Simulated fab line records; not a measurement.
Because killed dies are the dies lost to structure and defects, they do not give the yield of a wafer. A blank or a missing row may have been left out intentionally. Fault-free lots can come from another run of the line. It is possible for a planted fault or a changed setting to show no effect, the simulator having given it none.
What tool caused it? ; flow gf180mcu ; Sampling: 12 lots, 36 wafers, 5 of 602 route steps

WHAT THE GAUGES SHOWED, per wafer
GF_HV_LDD_OVL_MEAS_47.
lot;measured;on;HV_LDD_03_OVL (nm)
L274;day 12 06:56;overlay-02;1.5 -1.8 0.4
L275;day 12 14:17;overlay-02;1.6 2.5 2.7
L276;day 13 01:39;overlay-01;-0.8 -1.5 -0.6
L277;day 13 14:07;overlay-02;1.6 -0.9 0.3
L281;day 14 17:53;overlay-01;-1.5
L283;day 15 12:01;overlay-02;1.8
L290;day 17 23:29;overlay-02;-0.7 0.6 0.5
L292;day 18 10:32;overlay-02;-0.5 -0.7 -1.1
L294;day 19 07:18;overlay-02;2.9 0.9 1.6
L295;day 19 16:39;overlay-02;-1.7 -1.8 0.7
L296;day 19 21:49;overlay-01;-2.7 1.0 -0.2
L297;day 20 02:36;overlay-02;-0.9 -1.0 0.9

GF_V1_CD_MEAS_14: target cd 260 nm.
lot;measured;on;cd-nm (nm)
L274;day 18 02:08;cd-sem-01;259.8 260.8 260.3
L275;day 18 08:00;cd-sem-02;258.2 258.3 258.6
L276;day 18 22:15;cd-sem-01;259.2 259.5 258.3
L277;day 19 14:28;cd-sem-01;259.3 259.5 258.9
L281;day 20 20:46;cd-sem-02;258.0
L283;day 21 17:10;cd-sem-01;261.0
L290;day 24 04:37;cd-sem-02;259.7 260.5 258.7
L292;day 24 15:06;cd-sem-02;261.2 260.5 261.0
L294;day 25 09:35;cd-sem-01;260.3 259.2 261.2
L295;day 25 17:56;cd-sem-01;259.0 259.9 260.7
L296;day 25 21:56;cd-sem-01;260.0 259.0 258.9
L297;day 26 02:43;cd-sem-02;259.6 260.0 258.5

TOOL THAT RAN EACH LOT (tool first, then ch and the chambers of the sampled wafers, then the start)
lot;GF_POLY_GATE_ETCH_13;GF_POLY_GATE_STRIP_14;GF_PSD_STRIP_10
L274;rie-si-02 ch 0,1,3, day 9 04:46;plasma-asher-03 ch 0,1, day 9 04:52;plasma-asher-04 ch 0,1, day 14 03:00
L275;rie-si-02 ch 1,2, day 9 10:43;plasma-asher-01 ch 0,1, day 9 10:49;plasma-asher-04 ch 0,1, day 14 10:03
L276;rie-si-02 ch 0,1,3, day 9 18:43;plasma-asher-03 ch 0,1, day 9 18:46;plasma-asher-04 ch 0, day 14 22:55
L277;rie-si-02 ch 0,1,2, day 10 05:34;plasma-asher-02 ch 0,1, day 10 05:37;plasma-asher-02 ch 0,1, day 15 11:32
L281;rie-si-02 ch 1,2,3, day 11 06:43;plasma-asher-03 ch 0,1, day 11 06:46;plasma-asher-01 ch 1, day 16 18:04
L283;rie-si-02 ch 0,2, day 12 00:22;plasma-asher-02 ch 0,1, day 12 00:25;plasma-asher-02 ch 0, day 17 12:37
L290;rie-si-01 ch 0,1,2, day 14 03:17;plasma-asher-01 ch 0,1, day 14 03:20;plasma-asher-02 ch 0,1, day 20 03:41
L292;rie-si-01 ch 0,1,3, day 14 12:58;plasma-asher-02 ch 0,1, day 14 13:03;plasma-asher-02 ch 0,1, day 20 14:30
L294;rie-si-02 ch 0,1,3, day 15 07:38;plasma-asher-02 ch 0,1, day 15 07:41;plasma-asher-02 ch 0,1, day 21 10:43
L295;rie-si-01 ch 0,1,3, day 15 15:29;plasma-asher-02 ch 0,1, day 15 15:32;plasma-asher-04 ch 0,1, day 21 19:41
L296;rie-si-01 ch 0,1,3, day 15 19:52;plasma-asher-01 ch 0,1, day 15 19:58;plasma-asher-04 ch 0,1, day 22 00:26
L297;rie-si-01 ch 1,2,3, day 16 02:10;plasma-asher-03 ch 0,1, day 16 02:13;plasma-asher-04 ch 0,1, day 22 05:17
- GF_POLY_GATE_ETCH_13: etches poly-Si in HBr/Cl2, stops on SiO2, target depth 198.5 nm, time 69.6 s.
- GF_POLY_GATE_STRIP_14: strips in O2/N2.
- GF_PSD_STRIP_10: strips in O2/N2.

AS READ BY THE TOOLS THEMSELVES (means over the sampled wafers that have a number; for cases with no such wafer, the mark the record gives instead)
GF_POLY_GATE_ETCH_13.
lot;tool;drypump-motor-current-A (A);he-backside-leak-sccm (sccm);oes-product-au (a.u.);throttle-valve-pct (%)
L274;rie-si-02;5.7;2.73;0.984;33.680
L275;rie-si-02;5.0;2.50;0.986;33.688
L276;rie-si-02;5.7;2.69;0.985;33.676
L277;rie-si-02;5.3;2.59;0.987;33.692
L281;rie-si-02;5.5;2.85;0.821;33.684
L283;rie-si-02;5.3;2.60;0.827;33.693
L290;rie-si-01;5.5;2.64;0.992;33.692
L292;rie-si-01;5.5;2.69;0.990;33.683
L294;rie-si-02;5.7;2.63;0.993;33.687
L295;rie-si-01;5.5;2.90;0.992;33.682
L296;rie-si-01;5.5;2.74;0.984;33.685
L297;rie-si-01;5.6;2.71;0.984;33.683

GF_POLY_GATE_STRIP_14.
lot;tool;drypump-motor-current-A (A);heater-power-w (W);oes-product-au (a.u.)
L274;plasma-asher-03;6.0;344;0.503
L275;plasma-asher-01;5.5;345;0.506
L276;plasma-asher-03;6.2;351;0.505
L277;plasma-asher-02;5.7;342;0.503
L281;plasma-asher-03;6.2;352;0.516
L283;plasma-asher-02;5.7;343;0.516
L290;plasma-asher-01;5.5;345;0.506
L292;plasma-asher-02;6.2;341;0.510
L294;plasma-asher-02;5.7;345;0.506
L295;plasma-asher-02;5.7;341;0.502
L296;plasma-asher-01;5.5;386;0.499
L297;plasma-asher-03;5.9;345;0.504

GF_PSD_STRIP_10.
lot;tool;drypump-motor-current-A (A);heater-power-w (W);oes-product-au (a.u.);strip-time-to-endpoint-s (s)
L274;plasma-asher-04;5.0;317;0.590;16.55
L275;plasma-asher-04;5.4;307;0.592;16.53
L276;plasma-asher-04;4.7;327;0.591;16.52
L277;plasma-asher-02;5.7;341;0.592;16.54
L281;plasma-asher-01;5.4;308;0.593;16.49
L283;plasma-asher-02;5.2;346;0.598;16.56
L290;plasma-asher-02;6.2;340;0.590;16.53
L292;plasma-asher-02;5.7;344;0.592;16.55
L294;plasma-asher-02;6.2;340;0.590;16.49
L295;plasma-asher-04;5.1;321;0.589;16.53
L296;plasma-asher-04;5.1;320;0.595;16.50
L297;plasma-asher-04;5.0;319;0.592;16.58

THE ANSWER, worked out from the rows above alone
Rule: the lots themselves supply what counts as usual. The widest of any qualifying gaps counts: lots, ordered by their means at a reading, are off when they make up no more than a third of the lots, leave a main group of 4 or more, and stand apart from it by 3 or more times the standard deviation of that group's means. Not used: any main group whose means are identical at the precision the tables above print for the reading. Also off: a lot with no number at a reading for which 4 or more lots have one. Where the step has rows for the other lots, those lots are counted as sound. The gauges are gone through in route order, then the tools' own readings, and for those a lot's mean is taken as printed above. At the first step where some lot is off, the reading lying furthest off is the one used; lots without a number count as furthest.
Off: L281, L283 (GF_POLY_GATE_ETCH_13, oes-product-au). Main group: mean 0.988 a.u., sd 0.0035.
A tool fits if, at that step or a process step before it, it ran every lot that is off, and no sound lot after the first of them. Not one of the candidates tried fits.

WHAT THE SIMULATOR PUT IN
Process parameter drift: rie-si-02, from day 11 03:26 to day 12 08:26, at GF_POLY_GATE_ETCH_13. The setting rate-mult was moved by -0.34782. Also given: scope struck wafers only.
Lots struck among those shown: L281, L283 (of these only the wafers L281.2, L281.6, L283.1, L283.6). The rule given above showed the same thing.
